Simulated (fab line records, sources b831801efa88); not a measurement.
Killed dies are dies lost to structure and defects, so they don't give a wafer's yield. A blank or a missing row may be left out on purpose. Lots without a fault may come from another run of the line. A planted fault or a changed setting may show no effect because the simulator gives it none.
Chamber matching | flow gf180mcu | GF_V4_CMP_26 on cmp-01: 4 sister chambers
The step polishes, stops on SiO2, t overpolish 15 s, target thk 0 nm. 4 wafers are shown with their chamber, then 8 later ones without.

WAFERS WITH THEIR CHAMBER
wafer  | chamber | motor_current_A (A)
L132.2 | 0       | 11.7
L132.3 | 3       | 10.8
L136.1 | 1       | 11.8
L137.1 | 2       | 10.6

WAFERS WITHOUT THEIR CHAMBER
wafer  | motor_current_A (A)
L137.2 | 10.2
L137.4 | 11.2
L145.2 | 10.6
L145.5 | 10.5
L145.6 | 11.0
L148.2 | 10.8
L148.4 | 10.3
L148.6 | 11.3

WHICH CHAMBER EACH WENT THROUGH
wafer  | from the rows above               | in truth
L137.2 | can't be placed: 2 or 3           | 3
L137.4 | can't be placed: 3 or 0 or 2 or 1 | 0
L145.2 | can't be placed: 2 or 3           | 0
L145.5 | can't be placed: 2 or 3           | 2
L145.6 | can't be placed: 3 or 2 or 0      | 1
L148.2 | can't be placed: 3 or 2           | 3
L148.4 | can't be placed: 2 or 3           | 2
L148.6 | can't be placed: 0 or 1 or 3 or 2 | 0
Placed correctly: 0 of 8. Can't be placed from these rows: 8 (the true chamber is among the candidates in 6). Placed wrongly: 0.
How it was worked out, from the rows above alone: a wafer's distance from a chamber is the root of the sum, over the readings, of the square of ((its reading less the chamber's mean) divided by the reading's scatter). The wafer belongs to the nearest chamber; if the next one is less than 2 further off, it can't be placed. A chamber's mean is the mean of its shown wafers. The scatter: with one shown wafer a chamber, the root of the mean of the squares of how far each hidden wafer lies from its nearest shown one.
